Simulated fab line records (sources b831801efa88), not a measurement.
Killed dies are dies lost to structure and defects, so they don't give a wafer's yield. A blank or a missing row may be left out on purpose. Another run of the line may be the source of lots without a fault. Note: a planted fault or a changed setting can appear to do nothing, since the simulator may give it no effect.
8D (eight disciplines) problem report, filled in by code | flow sky130 | the parts of the form that need people (team, actions taken, sign-off) are left out

## 1. WHAT IS WRONG
A mean of 3.39 s is read at SKY_POLY_GATE_STRIP_18 for strip time to endpoint s, taken on 1 wafer of 1 lot, against 3.16 s (standard deviation 0.052) on wafers free of any fault. Measured from the usual mean, that is +4.4 standard deviations.
The step: strips in O2/N2.
Seen first at day 20 20:49 on plasma asher-04, wafer L838.1. At this step, 35 wafers from 12 lots have a number in the record. The rule behind "out" and "out of limits": a value lying over 4 standard deviations away from the usual mean. Any other wafer with a number is counted as sound.

## 2. WHAT THIS IS AND IS NOT
question                    | is                       | is not
which readings at this step | strip time to endpoint s | drypump motor current A, oes product au
which lots                  | L838                     | L827, L828, L829, L830, L842, L844, L845, L846, L847, L848, L849
which wafers of those lots  | L838.1                   | L838.3
read on which tools         | plasma asher-04          | plasma asher-02, plasma asher-03
when                        | from day 20 20:49        | up to then (13 sound wafers); but 21 sound wafers of L842, L844, L845, L846, L847, L848, L849 came after

## 3. WHAT RULES OUT EACH SUSPECT
Counting: any tool at a process step up to the reading remains a suspect provided it ran every lot that is out. Sound lots after the first of them don't rule it out here, since some wafers of a struck lot are sound.
- plasma asher-02 at SKY_GATE_OXIDE_STRIP_13 (strips in O2/N2): kept. L838, the lot that is out, went through it at day 18 00:50; up to then, the latest sound lot through it was L828 at day 14 09:35.
- rie diel-04 at SKY_POLY_GATE_ETCH_15 (etches BARC in N2/H2, stops on SiO2, time 118.5 s, target depth 110 nm): kept. L838, the lot that is out, went through it at day 20 20:35; up to then, the latest sound lot through it was L830 at day 18 04:19.
- plasma asher-04 at SKY_POLY_GATE_STRIP_18 (strips in O2/N2): kept. L838, the lot that is out, went through it at day 20 20:49; up to then, the latest sound lot through it was L828 at day 17 00:56. On those wafers its own readings are out: strip time to endpoint s.
- The sound lot-mates ran in chamber 0 of plasma asher-02 at SKY_GATE_OXIDE_STRIP_13, but the wafers that are out ran in chamber 1.
- The sound lot-mates ran in chamber 3 of rie diel-04 at SKY_POLY_GATE_ETCH_15, but the wafers that are out ran in chamber 2.
- The sound lot-mates ran in chamber 1 of plasma asher-04 at SKY_POLY_GATE_STRIP_18, but the wafers that are out ran in chamber 0.
Still standing after the count: plasma asher-02 at SKY_GATE_OXIDE_STRIP_13, rie diel-04 at SKY_POLY_GATE_ETCH_15, plasma asher-04 at SKY_POLY_GATE_STRIP_18.

## 4. THE CAUSE (what the simulator had put in)
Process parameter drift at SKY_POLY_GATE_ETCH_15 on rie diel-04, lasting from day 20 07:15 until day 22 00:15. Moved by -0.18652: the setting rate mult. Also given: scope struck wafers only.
3 suspects survive the count, and this tool is in that group.

## 5. THE EFFECT CHAIN, in route order
Each row: a reading whose mean over the struck wafers that have a number lies more than 3 standard deviations from the usual. Only readings whose record carries a usual standard deviation are examined. hours: median over the lots of the time between each lot's start at the first step of this table that gives one and its start at this step. sigmas: the change, counted in usual standard deviations.
hours | step                   | reading                  | usual  | on struck wafers | change | sigmas
0     | SKY_POLY_GATE_STRIP_18 | strip time to endpoint s | 3.16 s | 3.39             | +0.23  | +4.4
It contains these process steps:
- SKY_POLY_GATE_STRIP_18: strips in O2/N2.

## 6. HOW IT WOULD HAVE BEEN CAUGHT EARLIER
14 hours passed between the start of the fault at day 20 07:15 and the first reading out of limits in this record, taken at day 20 20:49.
No tool reading at SKY_POLY_GATE_ETCH_15 that has a usual standard deviation in the record was out on any struck wafer, so an alarm limit of 4 standard deviations on those readings would not have fired.
By day 20 20:49, every lot that is out (1) had started SKY_POLY_GATE_ETCH_15 on rie diel-04. Had the tool been put on hold then, not one of them would have been saved.
